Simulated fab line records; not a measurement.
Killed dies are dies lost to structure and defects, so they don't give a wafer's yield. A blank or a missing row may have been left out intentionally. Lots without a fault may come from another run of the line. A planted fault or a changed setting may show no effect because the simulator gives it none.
Split-lot study | flow gf180mcu | 23 wafers read across 5 lots, on a route 602 steps long

== ABOUT THE SPLIT ==
At GF_NWELL_IMPLANT_09, the setting energy kev was moved away from the recipe's 160 on 9 of the 23 wafers read, by -8.0% to +3.6%. The other wafers ran this setting at the recipe's value.

The split's own step is where the reading is taken.

== THE READING ==
implant.drp nm (the simulator's own value, which no gauge read), in nm, at GF_NWELL_IMPLANT_09. The file gives no usual value for it.

wafer  | tool, chamber at the split | energy kev as run | against the recipe | implant.drp nm, nm | against lot-mates on the recipe
L074.1 | implanter-03, 0            | 165.8             | +3.6%              | 67.64              | +1.74
L074.2 | implanter-03, 0            | 165.8             | +3.6%              | 67.64              | +1.74
L074.6 | implanter-03, 0            | 165.8             | +3.6%              | 67.64              | +1.74
L074.3 | implanter-03, 0            | 160               | recipe             | 65.9               | -
L074.5 | implanter-03, 0            | 160               | recipe             | 65.9               | -
L076.1 | implanter-03, 0            | 160               | recipe             | 65.9               | -
L076.3 | implanter-03, 0            | 160               | recipe             | 65.9               | -
L076.6 | implanter-03, 0            | 160               | recipe             | 65.9               | -
L080.1 | implanter-03, 0            | 147.2             | -8.0%              | 61.89              | -4.01
L080.2 | implanter-03, 0            | 147.2             | -8.0%              | 61.89              | -4.01
L080.3 | implanter-03, 0            | 147.2             | -8.0%              | 61.89              | -4.01
L080.4 | implanter-03, 0            | 160               | recipe             | 65.9               | -
L080.5 | implanter-03, 0            | 160               | recipe             | 65.9               | -
L082.1 | implanter-02, 0            | 160               | recipe             | 65.9               | -
L082.2 | implanter-02, 0            | 160               | recipe             | 65.9               | -
L082.3 | implanter-02, 0            | 160               | recipe             | 65.9               | -
L082.4 | implanter-02, 0            | 160               | recipe             | 65.9               | -
L082.6 | implanter-02, 0            | 160               | recipe             | 65.9               | -
L083.1 | implanter-03, 0            | 155.6             | -2.8%              | 64.55              | -1.35
L083.4 | implanter-03, 0            | 155.6             | -2.8%              | 64.55              | -1.35
L083.5 | implanter-03, 0            | 155.6             | -2.8%              | 64.55              | -1.35
L083.3 | implanter-03, 0            | 160               | recipe             | 65.9               | -
L083.6 | implanter-03, 0            | 160               | recipe             | 65.9               | -

FIT RESULTS
A straight line over all 23 wafers: implant.drp nm changes by +0.496 nm for each +1% of energy kev; r = +1.00; the points scatter about the line by 0.025 nm.
The same after taking each lot's own level away (the mean of its wafers on the recipe; 23 wafers): +0.496 nm for each +1%; r = +1.00; scatter 0.025 nm.
Per that fit: largest energy kev move, reading shift of 4 nm.
The lots' own levels span 65.900 to 65.900 nm.
Hence the lot-to-lot level has little effect on the slope; both slopes agree.
Check: -3.97 nm against its lot-mates is what the line predicts for one of the wafers moved furthest among these (-8.0%) when that wafer is left out of the fit. Against them it came out at -4.01 nm.

== OTHER SPLITS APPLIED TO THESE WAFERS ==
Other splits were also applied to these wafers ahead of the reading. Each is held against what the fit with the lots' levels taken away leaves over:
other split on the same wafers | wafers away from the commonest value | r with implant.drp nm (lot level and that fit taken away)
GF_STI_OXIDATION_21 ox time s  | 18                                   | +0.25
GF_STI_OXIDATION_29 ox time s  | 15                                   | +0.01
GF_NWELL_COAT_02 resist thk nm | 8                                    | -0.42

== THE WHOLE CHAIN: every reading that the file lists as answering this split, in the file's order ==
step                | what it does | reading                                                         | change (the file's fit)               | r (the file's)
GF_NWELL_IMPLANT_09 |              | implant.rp nm (the simulator's own value, which no gauge read)  | +2.08 nm for each +1% of the setting  | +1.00
GF_NWELL_IMPLANT_09 |              | implant.drp nm (the simulator's own value, which no gauge read) | +0.497 nm for each +1% of the setting | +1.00

== FILE'S OWN FIT ==
implant.drp nm changes by +0.497 nm for each +1% of energy kev, r = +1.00.
